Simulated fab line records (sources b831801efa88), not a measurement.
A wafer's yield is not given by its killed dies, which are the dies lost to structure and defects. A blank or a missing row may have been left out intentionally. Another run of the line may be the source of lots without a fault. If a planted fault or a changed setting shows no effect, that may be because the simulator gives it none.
fab line records	flow sky130
record: lots: 13	wafers: 39	last-day: 50
route steps=708 shown FIELD_ISO@1 NWELL@76 VT_ADJUST_NCORE@126 PAD_OPEN@708
lots that met no fault: taken from a fault-free run of the same line
start-h: start of the lot's first displayed wafer, in hours after the record's first day	wait-h: hours since the lot's step before	" identical to the entry in the row above	L1.1+2: one row covering several wafers at once	- no value, or no start was given	* or withheld: withheld	< > ~ a bound
route shown NAME@n: NAME is a module with steps in the file, n the number in the route of the first one	usual: the fault-free wafers' mean and standard deviation	same: alike in all rows	chamber/n: place in a boat	sites: each site's reading	_std_site: how widely they spread, as a standard deviation	_edge_site: inner sites' mean taken away from outer sites' mean	radius-mm: how far each site lies from the wafer's centre	mask NAME#n: copy n	behind: the tool/chamber that last shaped the wafer	hold: cause of the lot's hold/its duration in hours/its outcome	device: the n, p or np transistor that did not switch	end of line: tests of these same wafers at the route's end	for a step that has no rows: nothing shown but its recipe	killed: count of dies lost to structure and defects at first sort (not the wafer's yield)	map: a wafer's dies, x killed, . not, _ none there
set.NAME: setting as actually run; set.NAME@STEP: the setting as run at that earlier step	model.NAME: the simulator's own value behind a step, which no gauge read
steps of the route over a sample of lots; a table a step, a row a wafer
services: from which hour (start-h, from the record's first day; less than 0 if before it) a tool's chamber was out of use, for how many hours, and why
== steps ==
step: SKY_FIELD_ISO_BOW_MEAS_00
recipe: mode: bow
usual: INCOMING_BOW: 0/6.7
lot.wafer	tool	chamber	start-h	wait-h	INCOMING_BOW[um]
L869.1	film-metro-03	-	10.00	-	8
L869.4	"	-	"	"	12
L869.5	"	-	"	"	-8
L871.1	film-metro-03	-	20.00	-	1
L871.3	"	-	"	"	-15
L871.6	"	-	"	"	4
L874.1	film-metro-01	-	35.00	-	-7
L874.2	"	-	"	"	3
L874.4	"	-	"	"	5
L875.1	film-metro-02	-	40.00	-	7
L875.3	"	-	"	"	7
L875.4	"	-	"	"	-2
L876.1	film-metro-01	-	45.00	-	-1
L876.4	"	-	"	"	2
L876.6	"	-	"	"	-2
L877.2	film-metro-01	-	50.02	-	-8
L877.3	"	-	"	"	-12
L877.5	"	-	"	"	0
L878.1	film-metro-01	-	55.00	-	8
L878.3	"	-	"	"	-8
L878.5	"	-	"	"	10
L879.1	film-metro-01	-	60.00	-	3
L879.2	"	-	"	"	-8
L879.6	"	-	"	"	6
L880.3	film-metro-01	-	65.04	-	0
L880.4	"	-	"	"	-4
L880.5	"	-	"	"	2
L883.1	film-metro-02	-	80.00	-	8
L883.3	"	-	"	"	2
L883.6	"	-	"	"	5
L886.1	film-metro-02	-	95.00	-	4
L886.3	"	-	"	"	7
L886.5	"	-	"	"	4
L888.2	film-metro-01	-	105.02	-	-7
L888.3	"	-	"	"	3
L888.6	"	-	"	"	11
L892.2	film-metro-01	-	125.02	-	-13
L892.3	"	-	"	"	-2
L892.4	"	-	"	"	2
step: SKY_NWELL_OVL_MEAS_23
usual: NWELL_01_OVL: -0.1/1.6
lot.wafer	tool	chamber	start-h	wait-h	NWELL_01_OVL[nm]
L869.1	overlay-02	-	104.66	-	1.8
L869.4	"	-	"	"	1.0
L869.5	"	-	"	"	0.4
L871.1	overlay-01	-	115.02	-	0.7
L871.3	"	-	"	"	1.3
L871.6	"	-	"	"	1.3
L874.1	overlay-02	-	137.67	-	0.4
L874.2	"	-	"	"	-0.9
L874.4	"	-	"	"	-0.5
L875.1	overlay-02	-	141.37	-	-1.9
L875.3	"	-	"	"	-0.8
L875.4	"	-	"	"	-0.4
L876.1	overlay-01	-	147.37	-	0.3
L876.4	"	-	"	"	1.5
L876.6	"	-	"	"	-0.1
L877.2	overlay-02	-	152.04	-	1.2
L877.3	"	-	"	"	1.2
L877.5	"	-	"	"	0.8
L878.1	overlay-01	-	157.86	-	0.1
L878.3	"	-	"	"	1.4
L878.5	"	-	"	"	0.2
L879.1	overlay-02	-	163.96	-	1.0
L879.2	"	-	"	"	0.3
L879.6	"	-	"	"	0.2
L880.3	overlay-01	-	169.40	-	2.8
L880.4	"	-	"	"	0.7
L880.5	"	-	"	"	-0.1
L883.1	overlay-01	-	187.27	-	0.8
L883.3	"	-	"	"	1.5
L883.6	"	-	"	"	1.9
L886.1	overlay-02	-	208.73	-	-1.0
L886.3	"	-	"	"	-1.8
L886.5	"	-	"	"	0.7
L888.2	overlay-01	-	216.59	-	-0.5
L888.3	"	-	"	"	-0.3
L888.6	"	-	"	"	-1.4
L892.2	overlay-01	-	248.66	-	-1.9
L892.3	"	-	"	"	-0.9
L892.4	"	-	"	"	-1.4
step: SKY_NWELL_IMPLANT_24
recipe: species: B	energy-kev: 140	dose-cm2: 9.2e+12	tilt-deg: withheld
usual: dose-ions-cm2: 9.199e+12/9.6e+09	faraday-current-uA: 51.8/1
lot.wafer	tool	chamber	start-h	wait-h	dose-ions-cm2	faraday-current-uA
L869.1	implanter-01	0	104.69	0.0	9.21e+12	52.4
L869.4	"	0	"	"	9.21e+12	50.9
L869.5	"	0	"	"	9.204e+12	50.5
L871.1	implanter-01	0	115.06	0.0	9.189e+12	53.2
L871.3	"	0	"	"	9.208e+12	51.8
L871.6	"	0	"	"	9.182e+12	52.4
L874.1	implanter-02	0	137.71	0.0	9.214e+12	54.0
L874.2	"	0	"	"	9.198e+12	53.2
L874.4	"	0	"	"	9.208e+12	49.3
L875.1	implanter-03	0	141.41	0.0	9.188e+12	51.3
L875.3	"	0	"	"	9.191e+12	52.1
L875.4	"	0	"	"	9.179e+12	52.0
L876.1	implanter-02	0	147.41	0.0	9.2e+12	52.4
L876.4	"	0	"	"	9.198e+12	50.7
L876.6	"	0	"	"	9.192e+12	49.2
L877.2	implanter-01	0	152.10	0.0	9.205e+12	52.7
L877.3	"	0	"	"	9.209e+12	52.1
L877.5	"	0	"	"	9.204e+12	51.6
L878.1	implanter-02	0	157.89	0.0	9.198e+12	50.9
L878.3	"	0	"	"	9.204e+12	52.1
L878.5	"	0	"	"	9.202e+12	51.3
L879.1	implanter-03	0	163.99	0.0	9.188e+12	50.5
L879.2	"	0	"	"	9.203e+12	50.6
L879.6	"	0	"	"	9.192e+12	51.0
L880.3	implanter-02	0	169.47	0.1	9.198e+12	50.2
L880.4	"	0	"	"	9.194e+12	50.9
L880.5	"	0	"	"	9.205e+12	53.1
L883.1	implanter-03	0	187.31	0.0	9.182e+12	52.7
L883.3	"	0	"	"	9.201e+12	51.9
L883.6	"	0	"	"	9.197e+12	50.9
L886.1	implanter-02	0	208.77	0.0	4.451e+12	24.7
L886.3	"	0	"	"	4.466e+12	25.3
L886.5	"	0	"	"	4.454e+12	24.9
L888.2	implanter-02	0	216.65	0.0	4.453e+12	25.0
L888.3	"	0	"	"	4.455e+12	25.1
L888.6	"	0	"	"	4.473e+12	25.6
L892.2	implanter-01	0	248.72	0.0	9.197e+12	51.6
L892.3	"	0	"	"	9.194e+12	51.5
L892.4	"	0	"	"	9.191e+12	51.3
step: SKY_NWELL_TW_MEAS_26
usual: NWELL_2_TW: 495.8/2.4
lot.wafer	tool	chamber	start-h	wait-h	NWELL_2_TW
L869.1	film-metro-02	-	104.94	0.1	494.9
L869.4	"	-	"	"	492.0
L869.5	"	-	"	"	495.4
L871.1	film-metro-04	-	115.31	0.1	491.1
L871.3	"	-	"	"	495.5
L871.6	"	-	"	"	493.1
L874.1	film-metro-03	-	137.96	0.1	495.9
L874.2	"	-	"	"	497.1
L874.4	"	-	"	"	498.7
L875.1	film-metro-02	-	141.66	0.1	493.6
L875.3	"	-	"	"	493.9
L875.4	"	-	"	"	495.9
L876.1	film-metro-04	-	147.66	0.1	492.2
L876.4	"	-	"	"	492.6
L876.6	"	-	"	"	490.4
L877.2	film-metro-03	-	152.33	0.1	499.6
L877.3	"	-	"	"	496.9
L877.5	"	-	"	"	496.2
L878.1	film-metro-02	-	158.14	0.1	497.7
L878.3	"	-	"	"	496.9
L878.5	"	-	"	"	500.3
L879.1	film-metro-02	-	164.24	0.1	499.9
L879.2	"	-	"	"	498.0
L879.6	"	-	"	"	498.1
L880.3	film-metro-04	-	169.69	0.1	494.9
L880.4	"	-	"	"	496.6
L880.5	"	-	"	"	493.8
L883.1	film-metro-03	-	187.56	0.1	500.4
L883.3	"	-	"	"	501.9
L883.6	"	-	"	"	498.4
L886.1	film-metro-04	-	209.02	0.1	399.7
L886.3	"	-	"	"	398.1
L886.5	"	-	"	"	398.0
L888.2	film-metro-03	-	216.88	0.1	399.7
L888.3	"	-	"	"	399.2
L888.6	"	-	"	"	400.4
L892.2	film-metro-02	-	248.95	0.1	492.9
L892.3	"	-	"	"	493.1
L892.4	"	-	"	"	491.6
step: SKY_VT_ADJUST_NCORE_CD_MEAS_07
recipe: target-cd-nm: 380
usual: cd-nm: 379.4/2.3
lot.wafer	tool	chamber	start-h	wait-h	cd-nm
L869.1	cd-sem-01	-	184.28	0.1	376.7
L869.4	"	-	"	"	376.7
L869.5	"	-	"	"	379.5
L871.1	cd-sem-02	-	195.73	0.1	378.7
L871.3	"	-	"	"	380.2
L871.6	"	-	"	"	380.9
L874.1	cd-sem-02	-	220.98	0.1	381.7
L874.2	"	-	"	"	380.8
L874.4	"	-	"	"	381.4
L875.1	cd-sem-02	-	226.51	0.1	383.3
L875.3	"	-	"	"	380.0
L875.4	"	-	"	"	380.8
L876.1	cd-sem-02	-	232.91	0.1	382.0
L876.4	"	-	"	"	380.7
L876.6	"	-	"	"	379.6
L877.2	cd-sem-01	-	239.25	0.1	382.8
L877.3	"	-	"	"	381.6
L877.5	"	-	"	"	385.2
L878.1	cd-sem-01	-	245.12	0.1	378.3
L878.3	"	-	"	"	377.6
L878.5	"	-	"	"	375.3
L879.1	cd-sem-02	-	252.71	0.1	381.4
L879.2	"	-	"	"	380.2
L879.6	"	-	"	"	379.2
L880.3	cd-sem-01	-	259.61	0.1	374.3
L880.4	"	-	"	"	379.6
L880.5	"	-	"	"	376.3
L883.1	cd-sem-01	-	279.52	0.1	379.9
L883.3	"	-	"	"	378.4
L883.6	"	-	"	"	378.7
L886.1	cd-sem-02	-	303.28	0.1	383.8
L886.3	"	-	"	"	382.3
L886.5	"	-	"	"	378.8
L888.2	cd-sem-02	-	312.43	0.1	380.5
L888.3	"	-	"	"	381.6
L888.6	"	-	"	"	383.2
L892.2	cd-sem-01	-	351.63	0.1	380.8
L892.3	"	-	"	"	379.7
L892.4	"	-	"	"	379.4
step: SKY_PAD_OPEN_PROBE_99
usual: killed_at_M0_to_M3: 43/7.1	killed_at_M4_up: 3.1/1.7	killed-at-contacts: 23/5.1	killed-at-front-end: 14/4.4	killed-at-other: 0.3/0.47	killed-dies: 84/9.9	killed-open: 45/6.6	killed-short: 38/6.8
same: gross-dies: 492	killed-at-back-side: 0
lot.wafer	tool	chamber	start-h	wait-h	killed_at_M0_to_M3	killed_at_M4_up	killed-at-contacts	killed-at-front-end	killed-at-other	killed-dies	killed-open	killed-short
L869.1	prober-02	-	1075.45	0.1	44	3	22	9	0	78	39	39
L869.4	prober-02	-	1075.60	0.2	39	1	22	13	0	75	38	37
L869.5	prober-02	-	1075.65	0.2	38	1	18	14	0	71	48	23
L876.1	prober-01	-	1122.28	0.1	42	2	11	14	0	69	43	26
L876.4	prober-01	-	1122.43	0.2	34	1	23	11	0	69	41	28
L876.6	prober-01	-	1122.53	0.2	38	3	23	14	0	78	38	40
L883.1	prober-01	-	1158.85	0.1	45	1	16	14	0	76	46	30
L883.3	prober-01	-	1158.95	0.2	43	3	22	12	1	81	43	38
L883.6	prober-01	-	1159.10	0.2	58	1	23	19	1	102	60	42
L886.1	prober-01	-	1178.18	0.1	52	3	28	13	0	96	57	39
L886.3	prober-01	-	1178.28	0.2	47	3	20	9	0	79	48	31
L886.5	prober-01	-	1178.38	0.2	37	5	23	11	0	76	37	39
L888.2	prober-02	-	1179.64	0.1	38	1	25	9	0	73	47	26
L888.3	prober-02	-	1179.69	0.2	31	7	21	15	0	74	44	30
L888.6	prober-02	-	1179.84	0.2	47	6	31	12	0	96	51	45
killed by level:class
L869.1 VIA1:geometric-particle:open=8 METAL2:geometric-particle:short=8 LI_CONTACT:geometric-particle:open=5 CONTACT:geometric-particle:open=5 VIA3:geometric-particle:open=5 LOCAL_INTERCONNECT:geometric-particle:short=4 LI_CONTACT:geometric-particle:short=4 VIA2:geometric-particle:open=4
L869.4 CONTACT:geometric-particle:open=8 VIA2:geometric-particle:open=8 METAL2:geometric-particle:short=7 METAL1:geometric-particle:short=6 VIA1:geometric-particle:open=6 POLY_GATE:geometric-particle:short=4 LI_CONTACT:geometric-particle:open=4 LOCAL_INTERCONNECT:geometric-particle:short=4
L869.5 VIA1:geometric-particle:open=10 CONTACT:geometric-particle:open=7 POLY_GATE:geometric-particle:open=6 METAL2:geometric-particle:short=6 VIA3:geometric-particle:open=6 LI_CONTACT:geometric-particle:open=5 VIA2:geometric-particle:open=5 VIA1:geometric-particle:short=4
L876.1 VIA1:geometric-particle:open=9 METAL1:geometric-particle:short=8 VIA3:geometric-particle:open=8 LI_CONTACT:geometric-particle:open=5 FIELD_ISO:geometric-particle:open=4 CONTACT:geometric-particle:open=4 VIA2:geometric-particle:open=4 METAL3:geometric-particle:short=4
L876.4 VIA1:geometric-particle:open=12 LI_CONTACT:geometric-particle:open=7 VIA1:geometric-particle:short=6 CONTACT:geometric-particle:open=5 VIA2:geometric-particle:open=5 LOCAL_INTERCONNECT:geometric-particle:short=4 VIA3:geometric-particle:open=4 FIELD_ISO:geometric-particle:open=3
L876.6 VIA1:geometric-particle:open=10 CONTACT:geometric-particle:open=8 FIELD_ISO:geometric-particle:short=5 CONTACT:geometric-particle:short=5 VIA3:geometric-particle:open=5 METAL1:geometric-particle:short=5 METAL3:geometric-particle:short=5 LOCAL_INTERCONNECT:geometric-particle:short=4
L883.1 VIA1:geometric-particle:open=13 VIA2:geometric-particle:open=7 VIA3:geometric-particle:open=7 LI_CONTACT:geometric-particle:open=6 METAL1:geometric-particle:short=6 POLY_GATE:geometric-particle:open=5 METAL2:geometric-particle:short=5 CONTACT:geometric-particle:short=4
L883.3 VIA1:geometric-particle:open=15 CONTACT:geometric-particle:open=8 VIA1:geometric-particle:short=7 POLY_GATE:geometric-particle:short=6 METAL1:geometric-particle:short=5 VIA2:geometric-particle:open=5 POLY_GATE:geometric-particle:open=4 LI_CONTACT:geometric-particle:open=4
L883.6 VIA1:geometric-particle:open=14 CONTACT:geometric-particle:open=10 LI_CONTACT:geometric-particle:open=7 VIA2:geometric-particle:open=7 METAL2:geometric-particle:short=6 VIA3:geometric-particle:open=6 FIELD_ISO:geometric-particle:short=5 VIA2:geometric-particle:short=5
L886.1 VIA1:geometric-particle:open=15 CONTACT:geometric-particle:short=10 CONTACT:geometric-particle:open=9 VIA2:geometric-particle:open=6 VIA3:geometric-particle:open=6 METAL3:geometric-particle:short=5 POLY_GATE:geometric-particle:open=4 LI_CONTACT:geometric-particle:open=4
L886.3 VIA3:geometric-particle:open=12 VIA1:geometric-particle:open=8 CONTACT:geometric-particle:open=7 VIA3:geometric-particle:short=7 LI_CONTACT:geometric-particle:open=6 VIA1:geometric-particle:short=5 METAL2:geometric-particle:short=4 VIA2:geometric-particle:short=4
L886.5 LI_CONTACT:geometric-particle:open=7 VIA3:geometric-particle:open=7 VIA2:geometric-particle:open=7 METAL1:geometric-particle:short=6 CONTACT:geometric-particle:short=6 CONTACT:geometric-particle:open=6 METAL4:geometric-particle:short=5 VIA3:geometric-particle:short=4
L888.2 VIA1:geometric-particle:open=12 CONTACT:geometric-particle:open=9 VIA2:geometric-particle:open=8 LI_CONTACT:geometric-particle:open=7 METAL1:geometric-particle:short=4 LOCAL_INTERCONNECT:geometric-particle:short=3 CONTACT:geometric-particle:short=3 VIA1:geometric-particle:short=3
L888.3 VIA1:geometric-particle:open=9 CONTACT:geometric-particle:open=8 LOCAL_INTERCONNECT:geometric-particle:short=6 POLY_GATE:geometric-particle:short=5 LI_CONTACT:geometric-particle:open=5 POLY_GATE:geometric-particle:open=4 VIA1:geometric-particle:short=4 FIELD_ISO:geometric-particle:open=3
L888.6 VIA1:geometric-particle:open=16 CONTACT:geometric-particle:open=12 METAL1:geometric-particle:short=7 CONTACT:geometric-particle:short=6 VIA2:geometric-particle:short=5 FIELD_ISO:geometric-particle:open=4 LI_CONTACT:geometric-particle:open=4 POLY_GATE:geometric-particle:short=4
== services ==
tool	chamber	start-h	hours	kind
implanter-03	-	86.51	3.7	pm
implanter-03	-	116.91	1.0	repair
implanter-03	-	132.59	3.5	pm
implanter-01	-	207.55	9.7	pm
implanter-01	-	217.20	2.9	pm
implanter-01	-	237.98	3.6	pm
== key ==
first-sign: step: SKY_NWELL_IMPLANT_24	reading: dose-ions-cm2	direction: down	sigmas: 99+	usual: *	struck: *
effect: step: SKY_NWELL_IMPLANT_24	reading: faraday-current-uA	direction: down	sigmas: 25	usual: 51.8	struck: 25.1
effect: step: SKY_NWELL_TW_MEAS_26	reading: NWELL_2_TW	direction: down	sigmas: 40	usual: 495.8	struck: 399.2
met-at SKY_NWELL_IMPLANT_24
struck-lots L886,L888
tester-left-out L886,L888
not-acting-at SKY_FIELD_ISO_BOW_MEAS_00,SKY_NWELL_OVL_MEAS_23,SKY_VT_ADJUST_NCORE_CD_MEAS_07
onset-between 169.47 208.77
fault: kind: process-parameter-drift	tool: implanter-02	chamber: -	onset-h: 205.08	steps: SKY_NWELL_IMPLANT_24	channel: dose-cm2	offset: *	shape: step	end-h: 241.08	acts-in: *	stated: *
tester-left-out: of these lots the tester's yield and bins aren't shown, on N5 and GAA mostly nor the transistor test; their killed dies are dies lost to structure and defects alone, not to doping, threshold or leakage, so they don't give the yield
